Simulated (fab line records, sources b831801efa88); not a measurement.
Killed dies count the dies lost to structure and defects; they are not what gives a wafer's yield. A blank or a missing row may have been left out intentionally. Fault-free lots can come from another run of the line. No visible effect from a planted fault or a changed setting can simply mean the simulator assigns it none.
Which tool was responsible? / flow gf180mcu / 18 wafers from 6 lots sampled at 2 of the route's 602 steps

## WHAT THE GAUGES SHOWED, per wafer
GF_NWELL_TW_MEAS_11.
lot=L186; measured=day 3 19:26; on=filmMetro-04; NWELL_TW=1565 1570 1571
lot=L189; measured=day 4 11:57; on=filmMetro-01; NWELL_TW=1569 1563 1570
lot=L191; measured=day 4 22:16; on=filmMetro-04; NWELL_TW=1575 1569 1574
lot=L193; measured=day 5 07:19; on=filmMetro-04; NWELL_TW=1573 1571 1567
lot=L195; measured=day 5 18:40; on=filmMetro-01; NWELL_TW=1459 1467 1463
lot=L206; measured=day 8 15:08; on=filmMetro-01; NWELL_TW=1559 1562 1563

## WHAT TOOL EACH LOT RAN ON (gives the tool, then ch and the chambers of the sampled wafers, and finally the start)
lot=L186; GF_NWELL_IMPLANT_08=implanter-01 ch 0, day 3 19:02
lot=L189; GF_NWELL_IMPLANT_08=implanter-04 ch 0, day 4 11:34
lot=L191; GF_NWELL_IMPLANT_08=implanter-04 ch 0, day 4 21:52
lot=L193; GF_NWELL_IMPLANT_08=implanter-03 ch 0, day 5 06:55
lot=L195; GF_NWELL_IMPLANT_08=implanter-03 ch 0, day 5 18:16
lot=L206; GF_NWELL_IMPLANT_08=implanter-04 ch 0, day 8 14:44
- GF_NWELL_IMPLANT_08

## THE ANSWER, worked out from the rows above alone
Rule: usual is defined by the lots themselves. Put in order of their means at a reading, lots are off if they are a third of the lots or fewer, leave a main group of 4 or more, and stand apart from it by a gap of 3 or more times the standard deviation of the main group's means; of several such gaps the widest counts. A main group whose means are all the same, to the digits that the tables above print for the reading, isn't used. Also off: a lot with no number at a reading for which 4 or more lots have one. The other lots that the step has rows for count as sound.
Off: L195, seen at GF_NWELL_TW_MEAS_11 (NWELL_TW). The main group: mean 1568, standard deviation 3.8.
If a tool, at a process step before that reading, ran all the lots that are off and no sound lot after the first of them, it fits. Gauges at GF_NWELL_TW_MEAS_11: tried the same way as those tools. One fits: implanter-03 at GF_NWELL_IMPLANT_08. A fault onset in the window from L193 (day 5 06:55, its last sound lot) to L195 (day 5 18:16, its first lot off) fits.

## WHAT THE SIMULATOR HAD PUT IN
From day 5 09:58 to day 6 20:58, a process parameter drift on implanter-03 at GF_NWELL_IMPLANT_08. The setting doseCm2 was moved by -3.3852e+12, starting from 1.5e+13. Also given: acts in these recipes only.
Lots struck among those shown: L195. Same finding as the rule above.
